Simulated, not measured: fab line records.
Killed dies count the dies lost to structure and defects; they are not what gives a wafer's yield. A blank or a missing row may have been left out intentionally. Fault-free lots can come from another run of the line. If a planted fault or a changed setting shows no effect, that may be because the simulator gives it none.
fab line records	flow sky130
[record] lots = 6	wafers = 18	lastDay = 50
route steps=708 shown LI_CONTACT@364 PAD_OPEN@708
lots that met no fault: from a run of the same line without faults
startH: start of the lot's first displayed wafer, in hours after the record's first day	waitH: hours from the lot's prior step to this one	" identical to the entry in the row above	L1.1+2: several wafers, shown together as one row	- no value, or no start given	* or withheld: withheld	< > ~ a bound
route shown NAME@n: names a module that has steps shown in the file, with the first one's number in the route	usual: average and standard deviation across the fault-free wafers	same: alike in all rows	chamber/n: place in a boat	sites: the reading at each site	_std_site: the standard deviation of these	_edge_site: mean of outer sites minus mean of inner sites	radiusMm: for every site, how far away it sits from the centre of the wafer	mask NAME#n: copy n	behind: the last tool/chamber to shape the wafer	hold: the reason the lot was held/the length of the hold in hours/how it ended	device: which transistor (n, p or np) failed to switch	end of line: the same wafers' tests at the end of the route	for a step that has no rows: nothing shown but its recipe	killed: the dies lost at the first sort to structure and to defects; this is not the yield of the wafer	map: shows each die of a wafer: x if killed, . if not, _ if none is there
set.NAME: the run value of the setting; set.NAME@STEP: its run value at that earlier step	model.NAME: the simulator's own value behind a step, which no gauge read
a table for each step, a row for each wafer; lots at some steps of the route
services: the hour from which a tool's chamber was out of use, counted from the record's first day as startH (under 0 if before that day), plus the number of hours and why
[[steps]]
[step SKY_LI_CONTACT_CMP_02]
[recipe] material = PSG	downForcePsi = 4	platenRpm = 60	padVelocityMS = 0.94248
[usual] motorCurrentA = 11.9/1.4	retainingRingPressureFrac = 1.000/0.0051	slurryFlowMlMin = 150.1/0.47	timeToEndpointS = 31/3.4
lot.wafer	tool	chamber	startH	waitH	motorCurrentA	retainingRingPressureFrac	slurryFlowMlMin	timeToEndpointS
L632.4	cmp-01	2	655.28	0.1	11.8	1.007	149.8	28
L632.5	"	1	"	"	12.7	0.999	150.5	24
L632.6	"	2	"	"	11.8	0.999	149.7	29
L633.2	cmp-01	0	658.70	0.0	11.8	1.003	149.7	29
L633.3	"	1	"	"	12.4	1.002	149.3	33
L633.6	"	1	"	"	12.5	1.001	150.2	31
L640.2	cmp-02	2	714.03	0.0	14.1	1.009	150.1	33
L640.4	"	1	"	"	12.6	1.000	148.7	38
L640.6	"	3	"	"	9.9	1.000	150.1	34
L641.3	cmp-01	3	721.05	0.1	12.6	1.000	150.0	35
L641.6	"	1	"	"	12.7	1.000	148.8	30
L641.5	"	2	"	"	11.8	1.004	150.6	34
L652.3	cmp-01	1	803.43	0.0	12.3	1.000	149.8	31
L652.1	"	3	"	"	12.8	0.999	149.6	33
L652.6	"	1	"	"	12.1	0.995	150.3	31
L654.1	cmp-02	2	820.68	0.1	14.0	1.001	150.3	36
L654.5	"	1	"	"	12.4	1.000	150.0	38
L654.6	"	2	"	"	14.9	0.999	150.2	30
[step SKY_LI_CONTACT_BOW_MEAS_03]
[recipe] mode = bow
[usual] LI_CONTACT_BOW = 57/6.5
lot.wafer	tool	chamber	startH	waitH	LI_CONTACT_BOW[um]
L632.4	filmMetro-01	-	655.59	0.3	51
L632.5	"	-	"	"	68
L632.6	"	-	"	"	59
L633.2	filmMetro-04	-	659.02	0.3	45
L633.3	"	-	"	"	48
L633.6	"	-	"	"	52
L640.2	filmMetro-03	-	714.35	0.3	55
L640.4	"	-	"	"	53
L640.6	"	-	"	"	74
L641.3	filmMetro-04	-	721.29	0.2	52
L641.5	"	-	"	"	55
L641.6	"	-	"	"	52
L652.1	filmMetro-03	-	803.73	0.1	53
L652.3	"	-	"	"	50
L652.6	"	-	"	"	60
L654.1	filmMetro-03	-	820.93	0.2	49
L654.5	"	-	"	"	50
L654.6	"	-	"	"	50
[step SKY_LI_CONTACT_DEHYDRATE_04]
[recipe] tempC = 200	timeS = 60
[step SKY_LI_CONTACT_HMDS_05]
[recipe] primeTimeS = 60	primeTempC = 120
[step SKY_LI_CONTACT_COAT_06]
[recipe] resist = BARC	tempC = withheld	timeS = withheld	spinRpm = 3000	resistThkNm = 60
[step SKY_LI_CONTACT_COAT_07]
[recipe] resist = KrF-thick	spinRpm = 3000	resistThkNm = 450
[step SKY_LI_CONTACT_SOFTBAKE_08]
[recipe] tempC = 100	timeS = 90	resist = KrF-thick
[step SKY_LI_CONTACT_EXPOSE_09]
[recipe] maskId = LICM1	na = 0.8	sourceShape = annular	sigmaInner = 0.55	sigmaOuter = 0.85	targetCdNm = 170	doseMj = 38
[step SKY_LI_CONTACT_PEB_10]
[recipe] pebTempC = withheld	pebTimeS = withheld	resist = KrF-thick
[step SKY_LI_CONTACT_DEVELOP_11]
[recipe] developTimeS = 60	resist = KrF-thick	devTempC = 21
[step SKY_LI_CONTACT_CD_MEAS_12]
[recipe] targetCdNm = 170
[usual] cdNm = 170.8/1.9
lot.wafer	tool	chamber	startH	waitH	cdNm
L632.4	cdSem-01	-	682.76	-	169.3
L632.5	"	-	"	"	169.7
L632.6	"	-	"	"	170.2
L633.2	cdSem-02	-	687.17	-	175.6
L633.3	"	-	"	"	173.7
L633.6	"	-	"	"	174.6
L640.2	cdSem-01	-	742.02	-	172.1
L640.4	"	-	"	"	171.3
L640.6	"	-	"	"	169.0
L641.3	cdSem-01	-	748.79	-	170.2
L641.5	"	-	"	"	169.6
L641.6	"	-	"	"	171.2
L652.1	cdSem-02	-	829.96	-	171.8
L652.3	"	-	"	"	171.2
L652.6	"	-	"	"	170.2
L654.1	cdSem-02	-	847.45	-	169.5
L654.5	"	-	"	"	170.2
L654.6	"	-	"	"	169.9
[step SKY_LI_CONTACT_OVL_MEAS_13]
[usual] LI_CONTACT_OVL = -1/4.2
lot.wafer	tool	chamber	startH	waitH	LI_CONTACT_OVL[nm]
L632.4	overlay-01	-	682.84	0.1	1
L632.5	"	-	"	"	-5
L632.6	"	-	"	"	-5
L633.2	overlay-02	-	687.27	0.1	1
L633.3	"	-	"	"	-1
L633.6	"	-	"	"	0
L640.2	overlay-01	-	742.12	0.1	-2
L640.4	"	-	"	"	2
L640.6	"	-	"	"	0
L641.3	overlay-01	-	748.88	0.1	-2
L641.5	"	-	"	"	2
L641.6	"	-	"	"	-7
L652.1	overlay-01	-	830.08	0.1	0
L652.3	"	-	"	"	3
L652.6	"	-	"	"	3
L654.1	overlay-01	-	847.57	0.1	4
L654.5	"	-	"	"	2
L654.6	"	-	"	"	3
[step SKY_LI_CONTACT_ETCH_14]
[recipe] chemistry = N2/H2	target = BARC	ionEnergyEv = 200	sourceW = 500	biasW = 100	pressureMtorr = 30	n2FlowSccm = 100	h2FlowSccm = 200	stopOn = SiO2	timeS = 45.9	targetDepthA = 600
[usual] drypumpMotorCurrentA = 5.7/0.41	oesProductAu = 0.855/0.0048	rfFwdPowerW = 494.7/2.6	runLengthS = 73.9/0.57	throttleValvePct = 13.223/0.011
lot.wafer	tool	chamber	startH	waitH	drypumpMotorCurrentA	oesProductAu	rfFwdPowerW	rfHoursCounterH	runLengthS	throttleValvePct	model.KrF-thick_of_LI_CONTACT_COAT_07.thkNm	model.LI_CONTACT.cdNm	model.SiO2_of_SONOS_ONO_CVD_04.thkNm
L632.4	rieDiel-04	3	682.85	0.0	5.7	0.857	497.4	21	73.2	13.222	391.5	168.9	4.422
L632.5	"	1	"	"	5.9	0.857	494.6	-	73.4	13.228	393	170.9	4.425
L632.6	"	2	"	"	6.4	0.858	493.9	-	73.9	13.208	394.5	170.4	4.444
L633.2	rieDiel-01	3	687.30	0.0	5.5	0.855	492.5	5	74.8	13.205	389.4	176.2	4.254
L633.3	"	2	"	"	6.1	0.856	496.7	29	74.3	13.210	389	173.5	4.294
L633.6	"	1	"	"	5.5	0.850	493.2	-	74.2	13.213	392.2	173.3	4.241
L640.2	rieDiel-01	0	742.15	0.0	4.9	0.658	495.9	24	109.3	13.208	361.1	178.1	2.733
L640.4	"	3	"	"	5.5	0.645	492.0	6	110.5	13.209	359.3	177.9	2.61
L640.6	"	1	"	"	5.6	0.639	491.2	-	109.5	13.213	360.7	174.5	2.647
L641.3	rieDiel-01	1	748.90	0.0	5.5	0.646	491.6	8	109.6	13.199	359.5	175.7	2.548
L641.5	"	0	"	"	4.9	0.645	496.4	-	109.1	13.172	359.4	175.8	2.643
L641.6	"	1	"	"	5.5	0.646	489.2	-	109.6	13.211	359.4	177.1	2.624
L652.1	rieDiel-01	0	830.11	0.0	4.9	0.853	495.9	26	73.5	13.202	393.9	171.7	4.044
L652.3	"	2	"	"	6.2	0.858	498.2	0	74.7	13.228	392.4	169.8	4.061
L652.6	"	3	"	"	5.5	0.856	493.2	-	74.8	13.235	392.5	170.8	4.111
L654.1	rieDiel-04	1	847.60	0.0	6.0	0.853	493.4	26	73.4	13.208	391.7	170.2	4.188
L654.5	"	2	"	"	6.4	0.852	491.6	-	73.4	13.239	389.8	170.8	4.237
L654.6	"	3	"	"	5.8	0.864	497.9	-	73.4	13.224	389.5	169.1	4.35
[step SKY_LI_CONTACT_ETCH_15]
[recipe] target = PSG	chemistry = C4F8/O2/Ar	stopOn = Si	taperDeg = 4.15	maskMaterial = KrF-thick	sourceW = 1500	biasW = 1200	pressureMtorr = 40	c4f8FlowSccm = withheld	O2_flow_sccm = 6	Ar_flow_sccm = 300	timeS = withheld	targetDepthA = 6000
[usual] oesProductAu = 0.837/0.0046	rfFwdPowerW = 1492/5.7
lot.wafer	tool	chamber	startH	waitH	oesProductAu	rfFwdPowerW	model.KrF-thick_of_LI_CONTACT_COAT_07.thkNm	model.LI_CONTACT.cdNm
L632.4	rieDiel-04	3	682.90	0.0	0.828	1490	228	169.3
L632.5	"	1	"	"	0.832	1493	229.8	169.7
L632.6	"	2	"	"	0.836	1493	233.4	171
L633.2	rieDiel-01	3	687.35	0.0	0.844	1478	227.3	176.3
L633.3	"	2	"	"	0.835	1498	219.2	173.2
L633.6	"	1	"	"	0.837	1485	231.1	174.4
L640.2	rieDiel-01	0	742.19	0.0	0.844	1500	204.6	176.9
L640.4	"	3	"	"	0.839	1496	196.6	178.2
L640.6	"	1	"	"	0.839	1481	201.4	175.4
L641.3	rieDiel-01	1	748.95	0.0	0.838	1489	199.4	177.1
L641.5	"	0	"	"	0.835	1490	200.1	174.6
L641.6	"	1	"	"	0.844	1487	198.7	178.4
L652.1	rieDiel-01	0	830.15	0.0	0.838	1494	236.2	172
L652.3	"	2	"	"	0.845	1497	228.4	169.6
L652.6	"	3	"	"	0.834	1496	231.4	171.1
L654.1	rieDiel-04	1	847.65	0.0	0.836	1480	228	169.9
L654.5	"	2	"	"	0.835	1493	228.7	171.1
L654.6	"	3	"	"	0.845	1487	226.2	169.9
[step SKY_LI_CONTACT_STRIP_16]
[recipe] chemistry = O2/N2	powerW = 1400	pressureMtorr = 1500	platenTempC = withheld	o2FlowSccm = 3000	n2FlowSccm = 300	overashFraction = 0.5
[usual] drypumpMotorCurrentA = 5.8/0.31	oesProductAu = 0.376/0.0052	stripTimeToEndpointS = 3.50/0.049
lot.wafer	tool	chamber	startH	waitH	drypumpMotorCurrentA	oesProductAu	rfHoursCounterH	stripTimeToEndpointS
L632.4	plasmaAsher-04	1	683.02	-	5.0	0.369	-	3.46
L632.5	"	1	"	"	5.0	0.378	-	3.45
L632.6	"	0	"	"	5.7	0.372	-	3.51
L633.2	plasmaAsher-04	0	687.43	-	5.7	0.375	27	3.46
L633.3	"	1	"	"	5.0	0.375	-	3.36
L633.6	"	0	"	"	5.7	0.376	-	3.50
L640.2	plasmaAsher-04	1	742.28	-	5.0	0.362	33	3.19
L640.4	"	1	"	"	5.0	0.367	-	3.12
L640.6	"	1	"	"	5.1	0.364	-	3.17
L641.3	plasmaAsher-02	0	749.07	-	6.0	0.361	-	3.16
L641.5	"	1	"	"	5.7	0.366	-	3.15
L641.6	"	0	"	"	6.0	0.366	-	3.15
L652.1	plasmaAsher-02	0	830.24	-	6.1	0.370	94	3.55
L652.3	"	0	"	"	6.1	0.372	-	3.45
L652.6	"	0	"	"	6.1	0.382	-	3.49
L654.1	plasmaAsher-02	1	847.73	-	5.7	0.365	96	3.45
L654.5	"	1	"	"	5.7	0.377	-	3.46
L654.6	"	0	"	"	6.1	0.378	-	3.43
[step SKY_LI_CONTACT_CLEAN_17]
[recipe] chemistry = NMP	timeS = 600	tempC = 60	dry = n2Spin
[step SKY_PAD_OPEN_PROBE_99]
[usual] killed_at_M0_to_M3 = 41/6.2	killed_at_M4_up = 3.0/1.7	killedAtContacts = 25/5.8	killedAtFrontEnd = 16/4.5	killedAtOther = 0.2/0.42	killedDies = 85/8.4	killedOpen = 46/5.9	killedShort = 39/6.3
[same] grossDies = 492	killedAtBackSide = 0
lot.wafer	tool	chamber	startH	waitH	killed_at_M0_to_M3	killed_at_M4_up	killedAtContacts	killedAtFrontEnd	killedAtOther	killedDies	killedOpen	killedShort	model.etest.liconPdiff.rcOhm	model.etest.liconNdiff.rcOhm	model.etest.liconPoly.rcOhm
L632.4	prober-02	-	1083.34	0.2	38	4	22	19	0	83	45	38	571.5	180.5	149.4
L632.5	prober-02	-	1083.39	0.2	50	6	18	16	0	90	49	41	561.4	184.8	152.8
L632.6	prober-02	-	1083.44	0.2	43	6	23	20	1	93	48	45	588.7	176.6	151.9
L633.2	prober-01	-	1088.71	0.1	43	2	36	12	0	93	47	46	550.6	170.6	145
L633.3	prober-01	-	1088.76	0.2	45	2	26	15	0	88	46	42	541.6	169.8	141.5
L633.6	prober-01	-	1088.91	0.2	36	5	32	10	0	83	48	34	554.5	169.2	147.2
L640.2	prober-02	-	1127.92	0.1	36	3	16	14	0	69	37	32	571.9	176.6	143.2
L640.4	prober-02	-	1128.02	0.2	35	5	25	15	0	80	52	28	540.1	168	143.3
L640.6	prober-02	-	1128.12	0.2	28	2	23	18	1	72	37	35	555	176.2	147.3
L641.3	prober-01	-	1131.75	0.2	42	3	22	19	1	87	41	46	553.3	164.7	144.7
L641.5	prober-01	-	1131.85	0.2	44	4	13	10	0	71	38	32	557.6	173.7	144.4
L641.6	prober-01	-	1131.90	0.2	45	2	38	11	0	96	50	45	556	170.2	141
L652.1	prober-01	-	1186.97	0.1	33	6	32	20	0	91	44	44	595.3	181.5	153.4
L652.3	prober-01	-	1187.07	0.2	50	3	21	17	0	91	45	45	590.4	180.3	146.7
L652.6	prober-01	-	1187.22	0.2	43	2	22	14	0	81	48	33	567.3	168.8	149.5
L654.1	prober-02	-	1197.34	0.1	51	1	29	11	0	92	41	51	585.9	181.1	152.6
L654.5	prober-02	-	1197.54	0.2	39	3	23	21	0	86	43	42	548	173.9	146.4
L654.6	prober-02	-	1197.59	0.2	46	2	29	16	1	94	50	42	581.5	178.7	147.1
// killed by level:class
L632.4 VIA1:geometricParticle:open=7 VIA3:geometricParticle:open=7 VIA2:geometricParticle:open=6 CONTACT:geometricParticle:open=5 POLY_GATE:geometricParticle:open=5 POLY_GATE:geometricParticle:short=5 LOCAL_INTERCONNECT:geometricParticle:short=5 FIELD_ISO:geometricParticle:short=4
L632.5 VIA1:geometricParticle:open=13 VIA3:geometricParticle:open=11 METAL1:geometricParticle:short=8 CONTACT:geometricParticle:open=6 LOCAL_INTERCONNECT:geometricParticle:short=5 VIA2:geometricParticle:open=5 POLY_GATE:geometricParticle:short=4 LI_CONTACT:geometricParticle:open=4
L632.6 CONTACT:geometricParticle:open=13 VIA1:geometricParticle:open=11 POLY_GATE:geometricParticle:short=6 VIA1:geometricParticle:short=5 VIA3:geometricParticle:open=5 VIA2:geometricParticle:open=5 FIELD_ISO:geometricParticle:short=4 METAL3:geometricParticle:short=4
L633.2 CONTACT:geometricParticle:open=14 VIA1:geometricParticle:open=13 CONTACT:geometricParticle:short=8 LOCAL_INTERCONNECT:geometricParticle:short=7 METAL2:geometricParticle:short=7 LI_CONTACT:geometricParticle:open=5 VIA1:geometricParticle:short=5 VIA2:geometricParticle:open=5
L633.3 CONTACT:geometricParticle:open=15 VIA1:geometricParticle:open=12 METAL1:geometricParticle:short=7 FIELD_ISO:geometricParticle:open=6 LOCAL_INTERCONNECT:geometricParticle:short=6 METAL3:geometricParticle:short=6 VIA1:geometricParticle:short=4 METAL2:geometricParticle:short=4
L633.6 LI_CONTACT:geometricParticle:open=12 VIA1:geometricParticle:open=11 LOCAL_INTERCONNECT:geometricParticle:short=7 CONTACT:geometricParticle:short=7 CONTACT:geometricParticle:open=6 VIA2:geometricParticle:open=6 VIA3:geometricParticle:open=5 POLY_GATE:geometricParticle:short=4
L640.2 VIA1:geometricParticle:open=11 FIELD_ISO:geometricParticle:short=5 FIELD_ISO:geometricParticle:open=4 CONTACT:geometricParticle:short=4 VIA2:geometricParticle:open=4 LI_CONTACT:geometricParticle:open=4 VIA3:geometricParticle:open=4 LOCAL_INTERCONNECT:geometricParticle:short=3
L640.4 VIA1:geometricParticle:open=9 CONTACT:geometricParticle:short=7 CONTACT:geometricParticle:open=7 VIA2:geometricParticle:open=7 FIELD_ISO:geometricParticle:open=6 LI_CONTACT:geometricParticle:open=5 VIA3:geometricParticle:open=5 POLY_GATE:geometricParticle:open=3
L640.6 CONTACT:geometricParticle:open=11 VIA2:geometricParticle:open=6 FIELD_ISO:geometricParticle:short=5 POLY_GATE:geometricParticle:short=5 METAL1:geometricParticle:short=5 FIELD_ISO:geometricParticle:open=4 LOCAL_INTERCONNECT:geometricParticle:short=4 METAL2:geometricParticle:short=4
L641.3 VIA1:geometricParticle:open=12 CONTACT:geometricParticle:open=7 VIA2:geometricParticle:open=6 FIELD_ISO:geometricParticle:open=5 POLY_GATE:geometricParticle:short=5 LOCAL_INTERCONNECT:geometricParticle:short=5 METAL2:geometricParticle:short=5 VIA1:geometricParticle:short=5
L641.5 VIA1:geometricParticle:open=17 METAL2:geometricParticle:short=7 CONTACT:geometricParticle:short=6 POLY_GATE:geometricParticle:open=4 CONTACT:geometricParticle:open=4 VIA1:geometricParticle:short=4 FIELD_ISO:geometricParticle:short=3 VIA2:geometricParticle:open=3
L641.6 CONTACT:geometricParticle:open=15 LI_CONTACT:geometricParticle:open=11 VIA1:geometricParticle:open=10 VIA1:geometricParticle:short=6 CONTACT:geometricParticle:short=6 METAL1:geometricParticle:short=5 VIA2:geometricParticle:short=5 POLY_GATE:geometricParticle:open=4
L652.1 CONTACT:geometricParticle:open=15 FIELD_ISO:geometricParticle:open=5 POLY_GATE:geometricParticle:short=5 LOCAL_INTERCONNECT:geometricParticle:short=5 VIA1:geometricParticle:open=5 METAL4:geometricParticle:short=5 POLY_GATE:geometricParticle:open=4 LI_CONTACT:geometricParticle:open=4
L652.3 VIA2:geometricParticle:open=10 METAL1:geometricParticle:short=9 VIA3:geometricParticle:short=8 CONTACT:geometricParticle:open=8 POLY_GATE:geometricParticle:open=6 VIA1:geometricParticle:open=5 VIA3:geometricParticle:open=5 VIA1:geometricParticle:short=4
L652.6 CONTACT:geometricParticle:open=12 VIA1:geometricParticle:open=10 VIA3:geometricParticle:open=8 VIA2:geometricParticle:short=6 FIELD_ISO:geometricParticle:short=5 VIA2:geometricParticle:open=5 POLY_GATE:geometricParticle:open=4 VIA3:geometricParticle:short=4
L654.1 CONTACT:geometricParticle:open=10 METAL2:geometricParticle:short=9 VIA3:geometricParticle:open=9 FIELD_ISO:geometricParticle:short=7 METAL1:geometricParticle:short=7 VIA1:geometricParticle:open=7 CONTACT:geometricParticle:short=6 LI_CONTACT:geometricParticle:open=5
L654.5 CONTACT:geometricParticle:open=8 METAL1:geometricParticle:short=7 VIA1:geometricParticle:open=7 FIELD_ISO:geometricParticle:short=6 FIELD_ISO:geometricParticle:open=5 LOCAL_INTERCONNECT:geometricParticle:short=5 POLY_GATE:geometricParticle:open=5 LI_CONTACT:geometricParticle:open=5
L654.6 CONTACT:geometricParticle:open=12 VIA1:geometricParticle:open=11 LI_CONTACT:geometricParticle:short=6 VIA2:geometricParticle:open=6 FIELD_ISO:geometricParticle:short=5 POLY_GATE:geometricParticle:open=5 LOCAL_INTERCONNECT:geometricParticle:short=5 VIA3:geometricParticle:open=5
[[services]]
tool	chamber	startH	hours	kind
rieDiel-01	2	637.11	12.1	repair
cmp-02	-	665.49	1.0	repair
plasmaAsher-02	-	681.34	8.2	repair
cmp-02	-	707.97	1.5	repair
cmp-02	-	721.24	4.8	pm
rieDiel-01	-	724.93	0.3	repair
rieDiel-04	3	735.03	1.8	repair
cmp-02	-	744.00	4.0	pm
cmp-02	-	748.00	-	consumableReplace:conditioner
cmp-02	-	748.00	-	consumableReplace:pad
cmp-01	-	771.66	3.2	pm
cmp-02	-	801.44	4.4	repair
rieDiel-01	1	805.22	8.6	repair
rieDiel-01	2	814.90	-	clean
rieDiel-01	2	814.90	14.1	scheduledDown
rieDiel-01	2	814.90	14.1	ventCycle
cmp-01	-	832.16	0.3	repair
[[key]]
[firstSign] step = SKY_LI_CONTACT_ETCH_14	reading = runLengthS	direction = up	sigmas = 62	usual = *	struck = *
[effect] step = SKY_LI_CONTACT_ETCH_14	reading = oesProductAu	direction = down	sigmas = 43	usual = 0.855	struck = 0.647
[effect] step = SKY_LI_CONTACT_STRIP_16	reading = stripTimeToEndpointS	direction = down	sigmas = 7.1	usual = *	struck = *
[modelEffect] step = SKY_LI_CONTACT_ETCH_14	value = KrF-thick_of_LI_CONTACT_COAT_07.thkNm	without = 393.4	struck = 359.9
[modelEffect] step = SKY_LI_CONTACT_ETCH_15	value = KrF-thick_of_LI_CONTACT_COAT_07.thkNm	without = 233.6	struck = 200.1
[modelEffect] step = SKY_PAD_OPEN_PROBE_99	value = etest.liconPdiff.rcOhm	without = 590.3	struck = 555.7
metAt SKY_LI_CONTACT_ETCH_14
struckWafers L640.2,L640.4,L640.6,L641.3,L641.5,L641.6
testerLeftOut L640,L641
onsetBetween 687.30 742.15
[fault] kind = processParameterDrift	tool = rieDiel-01	chamber = -	onsetH = 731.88	steps = SKY_LI_CONTACT_ETCH_14	channel = timeS	offset = *	shape = step	endH = 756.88	actsIn = *	stated = *
// testerLeftOut: of these lots the tester's yield and bins aren't shown, on N5 and GAA mostly nor the transistor test; their killed dies are dies lost to structure and defects alone, not to doping, threshold or leakage, so they don't give the yield
